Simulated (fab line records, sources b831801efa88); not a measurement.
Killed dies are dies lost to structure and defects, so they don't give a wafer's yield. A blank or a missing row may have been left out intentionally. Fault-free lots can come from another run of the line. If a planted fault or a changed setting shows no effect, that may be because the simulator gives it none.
A lot that was struck, set against a sound lot -- flow sky130 -- 19 steps out of a route of 708
Sound: these wafers, L815.2, L815.5, L815.6. Struck: wafer L818.3 (L818.1, L818.2, from the same lot, were not struck and are left out); the cause is given at the end.
Each step with rows lists, per side, the tool, then ch with its chambers, then its first start. Under that, the readings that differ: sound wafers -- struck wafers -- difference of the means -- sigmas: that difference in standard deviations of wafers without a fault.
alike: words and numbers the same on both sides, and readings whose means are apart by under 2 such deviations; not compared: readings that were withheld, readings missing a value for some wafer, numbers with overlapping values and no deviation given by the record, and bounds like >300 which may hide the same value.
Wherever a step has rows on one side only, a row that says differs or no value, or a row with sigmas, the two part there. Non-overlapping numbers with no deviation appear without sigmas and do not part them. A reading missing from all wafers of one side parts the sides only when that side holds two or more wafers.

SKY_METAL2_SPUTTER_00: material Ti, target thk 15 nm, time 10 s.
  sound: pvd-sputter-04 at day 34 10:38; struck: pvd-sputter-04 at day 35 22:17
  alike: throttle-valve-pct
SKY_METAL2_SPUTTER_01: material TiN, target thk 20 nm, time 16.7 s.
  sound: pvd-sputter-04 at day 34 10:39; struck: pvd-sputter-04 at day 35 22:19
  alike: throttle-valve-pct
SKY_METAL2_SPUTTER_02: material AlCu, target thk 250 nm, time 13.3 s.
  sound: pvd-sputter-04 at day 34 10:41; struck: pvd-sputter-04 at day 35 22:20
  alike: throttle-valve-pct
then, 1 step without rows for these wafers: SKY_METAL2_SPUTTER_03 (material Ti, target thk 5 nm, time 3.3 s).
SKY_METAL2_SPUTTER_04: material TiN, target thk 70 nm, time 58.3 s.
  sound: pvd-sputter-04 at day 34 10:43; struck: pvd-sputter-04 at day 35 22:23
  alike: throttle-valve-pct
SKY_METAL2_RS_MEAS_05: the measuring method here is four-point-probe.
  sound: film-metro-04 at day 34 10:47; struck: film-metro-01 at day 35 22:26
  alike: METAL2_ALCU_RS
SKY_METAL2_THK_MEAS_06: measures by xrf.
  sound: film-metro-04 at day 34 10:54; struck: film-metro-01 at day 35 22:33
  alike: METAL2_ALCU_THK
then, 5 steps without rows for these wafers: SKY_METAL2_DEHYDRATE_07 (time 60 s); SKY_METAL2_HMDS_08 (prime time 60 s); SKY_METAL2_COAT_09 (resist thk 60 nm); SKY_METAL2_COAT_10 (resist thk 450 nm); SKY_METAL2_SOFTBAKE_11 (time 90 s).
SKY_METAL2_EXPOSE_12: exposes mask MM2, target cd 140 nm.
  sound on krf-scanner-02 ch 0, day 35 01:20; struck on krf-scanner-02 ch 0, day 36 11:42
  alike: mask
then, 2 steps without rows for these wafers: SKY_METAL2_PEB_13; SKY_METAL2_DEVELOP_14 (develop time 60 s).
SKY_METAL2_CD_MEAS_15: the cd target is 140 nm.
  sound: cd-sem-01 at day 35 14:23; struck: cd-sem-01 at day 37 00:58
  not compared: cd-nm
SKY_METAL2_OVL_MEAS_16:
  sound: overlay-01 at day 35 14:30; struck: overlay-01 at day 37 01:05
  not compared: METAL2_OVL
SKY_METAL2_DESCUM_17: chemistry O2, time 8 s.
  sound on rie-metal-01 ch 0,1, day 35 14:32; struck on rie-metal-04 ch 0, day 37 01:07
  alike: drypump-motor-current-A, oes-product-au
  not compared: rf-hours-counter-h
-- the record jumps here: 10 days lie between the struck wafers' starts before and after (it left off in module METAL2 and takes up again in module PAD_OPEN, whose first step shown is number 708 of the route) --
SKY_PAD_OPEN_PROBE_99:
  record: rows for the struck wafers here (prober-02, day 47 06:44), none for the sound ones

== WHERE THEY PART ==
Only at SKY_PAD_OPEN_PROBE_99, within this record.

WHY: what the simulator had put in
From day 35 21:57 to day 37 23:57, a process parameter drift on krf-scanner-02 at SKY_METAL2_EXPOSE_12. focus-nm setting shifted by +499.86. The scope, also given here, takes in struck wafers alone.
